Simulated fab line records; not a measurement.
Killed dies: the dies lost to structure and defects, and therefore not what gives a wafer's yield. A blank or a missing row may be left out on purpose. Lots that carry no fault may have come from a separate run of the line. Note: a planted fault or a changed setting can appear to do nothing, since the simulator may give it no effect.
fab line records | flow sfqLine
record: lots: 6 | wafers: 16 | lastDay: 92
route steps=325 shown I0@47 M1@58
lots untouched by any fault: they come from a run of this same line in which no faults occurred
startH: the number of hours between the record's first day and the start of the first shown wafer of the lot | waitH: hours since the lot's step before | " repeats the value in the row above | L1.1+2: a row that stands for several wafers | - no value present, or no start provided | * or withheld: withheld | < > ~ a bound
route shown NAME@n: names a module that has steps shown in the file, with the first one's number in the route | usual: mean and standard deviation over wafers with no fault | same: alike in all rows | chamber/n: place in a boat | sites: readings site by site | _std_site: the standard deviation of these | _edge_site: outer sites' mean less inner sites' | radiusMm: how far each site lies from the wafer's centre | mask NAME#n: copy n | behind: the tool/chamber that last shaped the wafer | hold: what put the lot on hold/how long, in hours/how the hold closed | device: transistor that didn't switch, given as n, p or np | end of line: tests of these same wafers at the route's end | for a step that has no rows: nothing shown but its recipe | killed: dies lost to structure and defects at the first sort, not the wafer's yield | map: a wafer's dies, marking killed ones x, the rest . and places with no die _
set.NAME: the setting that was run; set.NAME@STEP: the one run at that earlier step | model.NAME: the simulator's own value behind a step, which no gauge read
lots seen at some steps along the route; tables by step, rows by wafer
services: when a tool's chamber went out of use (startH, in hours from the record's first day, below 0 if earlier), for how many hours, and the reason
== steps ==
step: SFQ_TRILAYER_I0_VIA_LITHO_COAT_036
recipe: resist: BARC | spinRpm: 3000 | resistThkNm: 62
step: SFQ_TRILAYER_I0_VIA_LITHO_COAT_031
recipe: resist: KrF | spinRpm: 3000 | resistThkNm: 650
step: SFQ_TRILAYER_I0_VIA_LITHO_SOFTBAKE_035
recipe: tempC: withheld | timeS: withheld | resist: KrF
step: SFQ_TRILAYER_I0_VIA_LITHO_EXPOSE_032
recipe: maskId: I0 | na: 0.6 | sourceShape: conventional | sigmaOuter: 0.65 | targetCdNm: 500 | doseMj: 21.3
step: SFQ_TRILAYER_I0_VIA_LITHO_PEB_034
recipe: pebTempC: 115 | pebTimeS: 60 | resist: KrF
step: SFQ_TRILAYER_I0_VIA_LITHO_DEVELOP_033
recipe: timeS: 60 | resist: KrF
step: SFQ_I0_OVL_MEAS_908
usual: I0_OVL: 2/5.7
lot.wafer | tool       | chamber | startH | waitH | I0_OVL[nm]
L522.2    | overlay-01 | -       | 372.47 | 0.1   | 14
L522.5    | "          | -       | "      | "     | 14
L522.6    | "          | -       | "      | "     | 18
L530.1    | overlay-01 | -       | 461.98 | 0.1   | 0
L530.5    | "          | -       | "      | "     | -3
L530.6    | "          | -       | "      | "     | 4
L534.1    | overlay-02 | -       | 494.51 | 0.1   | 5
L534.3    | "          | -       | "      | "     | -1
L534.4    | "          | -       | "      | "     | 9
L535.4    | overlay-02 | -       | 505.33 | 0.1   | 4
L544.2    | overlay-01 | -       | 569.41 | 0.1   | 7
L544.3    | "          | -       | "      | "     | 3
L544.4    | "          | -       | "      | "     | 3
L545.2    | overlay-02 | -       | 573.01 | 0.1   | -1
L545.3    | "          | -       | "      | "     | -1
L545.4    | "          | -       | "      | "     | 1
step: SFQ_TRILAYER_I0_VIA_BARC_OPEN_VIA_ETCH_046
recipe: maskMaterial: PR | chemistry: O2 | targetDepthNm: 125 | target: BARC | sourceW: 500 | biasW: 80 | pressureMtorr: 30 | timeS: 41.7
usual: drypumpMotorCurrentA: 5.9/0.46 | oesProductAu: 0.685/0.0045
lot.wafer | tool       | chamber | startH | waitH | drypumpMotorCurrentA | oesProductAu | rfHoursCounterH
L522.2    | rieDiel-04 | 2       | 372.50 | 0.0   | 5.6                  | 0.690        | 3
L522.5    | "          | 0       | "      | "     | 5.1                  | 0.692        | -
L522.6    | "          | 1       | "      | "     | 6.6                  | 0.679        | -
L530.1    | rieDiel-01 | 0       | 462.02 | 0.0   | 5.6                  | 0.687        | 45
L530.5    | "          | 1       | "      | "     | 6.3                  | 0.690        | -
L530.6    | "          | 2       | "      | "     | 6.0                  | 0.687        | -
L534.1    | rieDiel-04 | 1       | 494.54 | 0.0   | 6.7                  | 0.681        | 11
L534.3    | "          | 2       | "      | "     | 5.6                  | 0.679        | 4
L534.4    | "          | 3       | "      | "     | 5.9                  | 0.682        | 70
L535.4    | rieDiel-01 | 3       | 505.34 | 0.0   | 5.6                  | 0.684        | 62
L544.2    | rieDiel-02 | 0       | 569.44 | 0.0   | 6.1                  | 0.692        | 0
L544.3    | "          | 2       | "      | "     | 6.4                  | 0.682        | 69
L544.4    | "          | 1       | "      | "     | 5.0                  | 0.692        | 3
L545.2    | rieDiel-01 | 2       | 573.04 | 0.0   | 6.0                  | 0.682        | 3
L545.3    | "          | 3       | "      | "     | 5.6                  | 0.688        | 63
L545.4    | "          | 1       | "      | "     | 6.3                  | 0.689        | 37
step: SFQ_TRILAYER_I0_VIA_ETCH_VIA_ETCH_034
recipe: target: SiO2 | stopOn: Nb | maskMaterial: PR | taperDeg: 20 | chemistry: CHF3 | targetDepthNm: 260 | sourceW: 500 | biasW: 80 | pressureMtorr: 30 | timeS: withheld
usual: drypumpMotorCurrentA: 5.9/0.46 | oesProductAu: 0.862/0.006
lot.wafer | tool       | chamber | startH | waitH | drypumpMotorCurrentA | oesProductAu
L522.2    | rieDiel-04 | 2       | 372.54 | 0.0   | 5.6                  | 0.866
L522.5    | "          | 0       | "      | "     | 5.0                  | 0.862
L522.6    | "          | 1       | "      | "     | 6.7                  | 0.858
L530.1    | rieDiel-01 | 0       | 462.06 | 0.0   | 5.6                  | 0.853
L530.5    | "          | 1       | "      | "     | 6.3                  | 0.869
L530.6    | "          | 2       | "      | "     | 6.1                  | 0.861
L534.1    | rieDiel-04 | 1       | 494.58 | 0.0   | 6.6                  | 0.862
L534.3    | "          | 2       | "      | "     | 5.6                  | 0.863
L534.4    | "          | 3       | "      | "     | 5.8                  | 0.853
L535.4    | rieDiel-01 | 3       | 505.38 | 0.0   | 5.6                  | 0.858
L544.2    | rieDiel-02 | 0       | 569.48 | 0.0   | 6.0                  | 0.868
L544.3    | "          | 2       | "      | "     | 6.3                  | 0.860
L544.4    | "          | 1       | "      | "     | 5.0                  | 0.855
L545.2    | rieDiel-01 | 2       | 573.08 | 0.0   | 6.0                  | 0.850
L545.3    | "          | 3       | "      | "     | 5.6                  | 0.850
L545.4    | "          | 1       | "      | "     | 6.3                  | 0.861
step: SFQ_TRILAYER_I0_VIA_STRIP_STRIP_035
recipe: gas: O2 | powerW: 200 | platenTempC: 40 | overashFraction: 0.65 | chemistry: O2 | pressureMtorr: 50
usual: drypumpMotorCurrentA: 5.99/0.16 | oesProductAu: 0.999/0.0094 | platenTempC: 40.02/0.12
lot.wafer | tool        | chamber | startH | waitH | drypumpMotorCurrentA | oesProductAu | platenTempC | rfHoursCounterH
L522.2    | rieMetal-04 | 0       | 372.65 | -     | 5.79                 | 0.994        | 39.83       | 43
L522.5    | "           | 0       | "      | "     | 5.79                 | 0.989        | 39.89       | -
L522.6    | "           | 1       | "      | "     | 6.02                 | 0.976        | 40.05       | -
L530.1    | rieMetal-04 | 1       | 462.17 | -     | 6.03                 | 0.995        | 40.10       | 59
L530.5    | "           | 1       | "      | "     | 6.02                 | 0.987        | 40.05       | -
L530.6    | "           | 0       | "      | "     | 5.78                 | 1.004        | 39.88       | -
L534.1    | rieMetal-01 | 1       | 494.70 | -     | 5.97                 | 1.002        | 39.80       | 101
L534.3    | "           | 0       | "      | "     | 6.08                 | 0.998        | 40.04       | -
L534.4    | "           | 1       | "      | "     | 5.97                 | 1.011        | 39.89       | -
L535.4    | rieMetal-04 | 1       | 505.70 | -     | 6.02                 | 0.978        | 40.05       | -
L544.2    | rieMetal-04 | 1       | 569.60 | -     | 6.01                 | 0.994        | 40.22       | 72
L544.3    | "           | 1       | "      | "     | 6.00                 | 0.995        | 40.13       | -
L544.4    | "           | 0       | "      | "     | 5.79                 | 1.004        | 39.92       | -
L545.2    | rieMetal-04 | 1       | 573.20 | -     | 6.01                 | 1.001        | 40.16       | 73
L545.3    | "           | 0       | "      | "     | 5.82                 | 1.023        | 39.97       | -
L545.4    | "           | 1       | "      | "     | 6.00                 | 1.005        | 40.25       | -
step: SFQ_TRILAYER_I0_VIA_STRIP_SOLV_CLEAN_036
recipe: chemistry: NMP | tempC: 70 | timeS: 600
step: SFQ_TRILAYER_M1_DEP_PRE_CLEAN_038
recipe: gas: Ar | timeS: 22.5 | biasV: 250
step: SFQ_TRILAYER_M1_DEP_SPUTTER_037
recipe: material: Nb | basePressurePa: 1.33e-06 | chamberPressurePa: 0.1333 | substrateTempC: 20 | resputterCathodeVoltageV: 400 | targetThkNm: 200 | powerW: 2000 | timeS: 133.3
usual: resputterCathodeVoltageV: 401/3.8 | throttleValvePct: 30.5/0.98
lot.wafer | tool          | chamber | startH | waitH | resputterCathodeVoltageV | throttleValvePct | model.Nb_of_TRILAYER_M1_DEP_SPUTTER_037.thkNm
L522.2    | pvdSputter-06 | -       | 373.46 | 0.0   | 401                      | 30.3             | 195.2
L522.5    | "             | -       | "      | "     | 405                      | 30.4             | 197.3
L522.6    | "             | -       | "      | "     | 392                      | 29.7             | 196.5
L530.1    | pvdSputter-06 | -       | 462.98 | 0.0   | 408                      | 30.3             | 197.1
L530.5    | "             | -       | "      | "     | 394                      | 30.3             | 197.2
L530.6    | "             | -       | "      | "     | 398                      | 30.6             | 199.5
L534.1    | pvdSputter-06 | -       | 495.50 | 0.0   | 404                      | 29.6             | 274.6
L534.3    | "             | -       | "      | "     | 396                      | 32.5             | 203.2
L534.4    | "             | -       | "      | "     | 403                      | 30.2             | 197.7
L535.4    | pvdSputter-06 | -       | 506.32 | 0.0   | 398                      | 29.6             | 274.3
L544.2    | pvdSputter-06 | -       | 570.40 | 0.0   | 400                      | 29.5             | 196.7
L544.3    | "             | -       | "      | "     | 395                      | 30.6             | 195
L544.4    | "             | -       | "      | "     | 401                      | 32.6             | 198.6
L545.2    | pvdSputter-05 | -       | 574.00 | 0.0   | 404                      | 30.2             | 198.9
L545.3    | "             | -       | "      | "     | 398                      | 30.0             | 198.6
L545.4    | "             | -       | "      | "     | 399                      | 31.1             | 197.5
step: SFQ_M1_RS_MEAS_909
recipe: thkMeasGauge: four-point-probe | reads: Nb_of_TRILAYER_M1_DEP_SPUTTER_037
usual: M1_NB_RS: 0.894/0.012
lot.wafer | tool         | chamber | startH | waitH | M1_NB_RS[ohm/sq]
L522.2    | filmMetro-03 | -       | 373.57 | 0.1   | 0.911
L522.5    | "            | -       | "      | "     | 0.901
L522.6    | "            | -       | "      | "     | 0.904
L530.1    | filmMetro-02 | -       | 463.07 | 0.0   | 0.904
L530.5    | "            | -       | "      | "     | 0.901
L530.6    | "            | -       | "      | "     | 0.891
L534.1    | filmMetro-02 | -       | 495.59 | 0.0   | 0.647
L534.3    | "            | -       | "      | "     | 0.876
L534.4    | "            | -       | "      | "     | 0.902
L535.4    | filmMetro-02 | -       | 506.47 | 0.1   | 0.647
L544.2    | filmMetro-02 | -       | 570.51 | 0.1   | 0.904
L544.3    | "            | -       | "      | "     | 0.911
L544.4    | "            | -       | "      | "     | 0.897
L545.2    | filmMetro-03 | -       | 574.11 | 0.1   | 0.892
L545.3    | "            | -       | "      | "     | 0.894
L545.4    | "            | -       | "      | "     | 0.899
step: SFQ_TRILAYER_M1_LITHO_COAT_044
recipe: resist: BARC | spinRpm: 2943 | resistThkNm: 62
step: SFQ_TRILAYER_M1_LITHO_COAT_039
recipe: resist: KrF | spinRpm: 3000 | resistThkNm: 600
step: SFQ_TRILAYER_M1_LITHO_SOFTBAKE_043
recipe: tempC: withheld | timeS: withheld | resist: KrF
step: SFQ_TRILAYER_M1_LITHO_EXPOSE_040
recipe: maskId: M1 | na: 0.6 | sourceShape: conventional | sigmaOuter: 0.65 | targetCdNm: 500 | doseMj: 14.4
step: SFQ_TRILAYER_M1_LITHO_PEB_042
recipe: pebTempC: 115 | pebTimeS: 60 | resist: KrF
step: SFQ_TRILAYER_M1_LITHO_DEVELOP_041
recipe: timeS: 60 | resist: KrF
step: SFQ_M1_OVL_MEAS_911
usual: M1_OVL: 0/6.1
lot.wafer | tool       | chamber | startH | waitH | M1_OVL[nm]
L522.2    | overlay-02 | -       | 512.76 | 0.1   | 6
L522.5    | "          | -       | "      | "     | 8
L522.6    | "          | -       | "      | "     | 6
L530.1    | overlay-02 | -       | 625.17 | 0.1   | 4
L530.5    | "          | -       | "      | "     | 0
L530.6    | "          | -       | "      | "     | -4
L534.1    | overlay-01 | -       | 656.48 | 0.1   | 2
L534.3    | "          | -       | "      | "     | 2
L534.4    | "          | -       | "      | "     | 4
L535.4    | overlay-01 | -       | 668.49 | 0.1   | -2
L544.2    | overlay-02 | -       | 730.58 | 0.1   | -10
L544.3    | "          | -       | "      | "     | -5
L544.4    | "          | -       | "      | "     | -7
L545.2    | overlay-02 | -       | 732.98 | 0.1   | -10
L545.3    | "          | -       | "      | "     | -4
L545.4    | "          | -       | "      | "     | -9
step: SFQ_TRILAYER_M1_BARC_OPEN_METAL_ETCH_054
recipe: maskMaterial: PR | chemistry: O2 | targetDepthNm: 125 | target: BARC | icpW: 600 | biasW: 80 | pressureMtorr: 10 | timeS: 41.7
usual: drypumpMotorCurrentA: 5.5/0.45 | oesProductAu: 0.688/0.0044
lot.wafer | tool        | chamber | startH | waitH | drypumpMotorCurrentA | oesProductAu | rfHoursCounterH
L522.2    | rieMetal-02 | 0       | 512.79 | 0.0   | 5.1                  | 0.690        | 12
L522.5    | "           | 1       | "      | "     | 5.4                  | 0.685        | -
L522.6    | "           | 0       | "      | "     | 5.1                  | 0.692        | -
L530.1    | rieMetal-02 | 0       | 625.21 | 0.0   | 5.1                  | 0.686        | 31
L530.5    | "           | 0       | "      | "     | 5.1                  | 0.694        | -
L530.6    | "           | 1       | "      | "     | 5.4                  | 0.689        | -
L534.1    | rieMetal-04 | 1       | 656.51 | 0.0   | 6.0                  | 0.684        | 84
L534.3    | "           | 0       | "      | "     | 5.8                  | 0.678        | -
L534.4    | "           | 1       | "      | "     | 6.0                  | 0.694        | -
L535.4    | rieMetal-03 | 0       | 668.53 | 0.0   | 6.0                  | 0.686        | -
L544.2    | rieMetal-02 | 0       | 730.61 | 0.0   | 5.1                  | 0.687        | 47
L544.3    | "           | 1       | "      | "     | 5.4                  | 0.679        | -
L544.4    | "           | 0       | "      | "     | 5.1                  | 0.690        | -
L545.2    | rieMetal-02 | 1       | 733.01 | 0.0   | 5.4                  | 0.692        | 23
L545.3    | "           | 0       | "      | "     | 5.1                  | 0.680        | -
L545.4    | "           | 1       | "      | "     | 5.4                  | 0.692        | -
step: SFQ_TRILAYER_M1_ETCH_METAL_ETCH_042
recipe: target: Nb | stopOn: SiO2 | maskMaterial: PR | chemistry: Cl2/Ar | targetDepthNm: 240 | icpW: 600 | biasW: 80 | pressureMtorr: 10 | timeS: 120
usual: drypumpMotorCurrentA: 5.5/0.45 | oesProductAu: 0.892/0.0078
lot.wafer | tool        | chamber | startH | waitH | drypumpMotorCurrentA | oesProductAu | rfHoursCounterH
L522.2    | rieMetal-02 | 0       | 512.85 | 0.0   | 5.1                  | 0.880        | 12
L522.5    | "           | 1       | "      | "     | 5.4                  | 0.888        | -
L522.6    | "           | 0       | "      | "     | 5.0                  | 0.880        | -
L530.1    | rieMetal-02 | 0       | 625.27 | 0.0   | 5.1                  | 0.886        | 31
L530.5    | "           | 0       | "      | "     | 5.1                  | 0.883        | -
L530.6    | "           | 1       | "      | "     | 5.4                  | 0.891        | -
L534.1    | rieMetal-04 | 1       | 656.57 | 0.0   | 6.0                  | 0.983        | 84
L534.3    | "           | 0       | "      | "     | 5.8                  | 0.898        | -
L534.4    | "           | 1       | "      | "     | 6.0                  | 0.894        | -
L535.4    | rieMetal-03 | 0       | 668.61 | 0.1   | 6.0                  | 1.022        | -
L544.2    | rieMetal-02 | 0       | 730.67 | 0.0   | 5.1                  | 0.890        | 47
L544.3    | "           | 1       | "      | "     | 5.4                  | 0.879        | -
L544.4    | "           | 0       | "      | "     | 5.1                  | 0.882        | -
L545.2    | rieMetal-02 | 1       | 733.07 | 0.0   | 5.4                  | 0.894        | 23
L545.3    | "           | 0       | "      | "     | 5.1                  | 0.885        | -
L545.4    | "           | 1       | "      | "     | 5.4                  | 0.889        | -
step: SFQ_TRILAYER_M1_STRIP_STRIP_043
recipe: gas: O2 | powerW: 200 | platenTempC: 40 | overashFraction: 0.65 | chemistry: O2 | pressureMtorr: 50
usual: drypumpMotorCurrentA: 5.5/0.45 | oesProductAu: 0.996/0.01 | platenTempC: 40.00/0.11
lot.wafer | tool        | chamber | startH | waitH | drypumpMotorCurrentA | oesProductAu | platenTempC | rfHoursCounterH
L522.2    | rieMetal-02 | 0       | 512.98 | 0.1   | 5.0                  | 0.990        | 39.88       | 12
L522.5    | "           | 1       | "      | "     | 5.4                  | 0.993        | 39.87       | -
L522.6    | "           | 0       | "      | "     | 5.1                  | 0.996        | 39.94       | -
L530.1    | rieMetal-02 | 0       | 625.39 | 0.1   | 5.1                  | 0.980        | 40.11       | 31
L530.5    | "           | 0       | "      | "     | 5.1                  | 0.972        | 40.01       | -
L530.6    | "           | 1       | "      | "     | 5.4                  | 0.991        | 40.08       | -
L534.1    | rieMetal-04 | 1       | 656.70 | 0.1   | 6.0                  | 0.996        | 40.00       | 85
L534.3    | "           | 0       | "      | "     | 5.8                  | 0.993        | 40.11       | -
L534.4    | "           | 1       | "      | "     | 6.0                  | 0.991        | 40.00       | -
L535.4    | rieMetal-03 | 0       | 668.90 | 0.2   | 6.0                  | 1.010        | 39.87       | -
L544.2    | rieMetal-02 | 0       | 730.79 | 0.1   | 5.0                  | 1.004        | 40.20       | 47
L544.3    | "           | 1       | "      | "     | 5.4                  | 0.995        | 39.91       | -
L544.4    | "           | 0       | "      | "     | 5.1                  | 0.996        | 40.08       | -
L545.2    | rieMetal-02 | 1       | 733.19 | 0.1   | 5.4                  | 0.992        | 39.98       | 23
L545.3    | "           | 0       | "      | "     | 5.1                  | 1.003        | 39.92       | -
L545.4    | "           | 1       | "      | "     | 5.4                  | 0.988        | 39.95       | -
== services ==
tool          | chamber | startH | hours | kind
rieDiel-01    | 3       | 350.16 | 11.7  | repair
rieDiel-04    | 1       | 397.64 | 9.3   | repair
rieMetal-03   | 0       | 402.97 | 6.9   | repair
rieDiel-04    | 3       | 405.47 | 2.4   | repair
rieMetal-02   | 1       | 410.76 | 2.3   | repair
rieDiel-04    | -       | 414.49 | 0.2   | repair
rieDiel-04    | 2       | 427.63 | 6.8   | repair
rieDiel-01    | 0       | 445.38 | 14.0  | repair
pvdSputter-06 | -       | 457.46 | 3.7   | repair
rieDiel-04    | 3       | 533.62 | 5.1   | repair
pvdSputter-06 | -       | 536.22 | 1.1   | repair
rieDiel-04    | 0       | 542.99 | 9.6   | repair
rieDiel-02    | -       | 567.36 | 0.7   | repair
rieDiel-01    | 0       | 578.53 | 11.0  | repair
rieDiel-01    | 2       | 586.68 | 11.7  | repair
rieDiel-04    | 3       | 586.93 | 22.5  | repair
rieDiel-01    | -       | 606.95 | 0.7   | repair
rieMetal-04   | 0       | 607.05 | 10.8  | repair
rieDiel-02    | 0       | 607.63 | 2.4   | repair
rieMetal-04   | 1       | 662.62 | 27.0  | repair
rieDiel-04    | 2       | 690.20 | 3.8   | repair
rieDiel-01    | 1       | 704.24 | 3.1   | repair
rieDiel-01    | -       | 721.82 | 1.3   | repair
rieDiel-01    | -       | 721.86 | 1.1   | repair
== key ==
firstSign: step: SFQ_M1_RS_MEAS_909 | reading: M1_NB_RS | direction: down | sigmas: 21 | usual: 0.894 | struck: 0.647
effect: step: SFQ_TRILAYER_M1_ETCH_METAL_ETCH_042 | reading: oesProductAu | direction: up | sigmas: 14 | usual: 0.892 | struck: 1.002
modelEffect: step: SFQ_TRILAYER_M1_DEP_SPUTTER_037 | value: Nb_of_TRILAYER_M1_DEP_SPUTTER_037.thkNm | without: 199.7 | struck: 274.4
metAt SFQ_TRILAYER_M1_DEP_SPUTTER_037
struckWafers L534.1,L535.4
onsetBetween 373.46 495.50
earlierFault: kind: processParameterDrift | tool: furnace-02 | chamber: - | onsetH: 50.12 | steps: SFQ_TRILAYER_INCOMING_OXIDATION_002 | channel: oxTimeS | offset: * | shape: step | endH: 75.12 | stated: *
fault: kind: processParameterDrift | tool: pvdSputter-06 | chamber: - | onsetH: 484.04 | steps: SFQ_TRILAYER_M1_DEP_SPUTTER_037 | channel: targetThkNm | offset: 74.708 | shape: step | endH: 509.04 | actsIn: theseRecipesOnly | stated: 200 | scope: struckWafersOnly
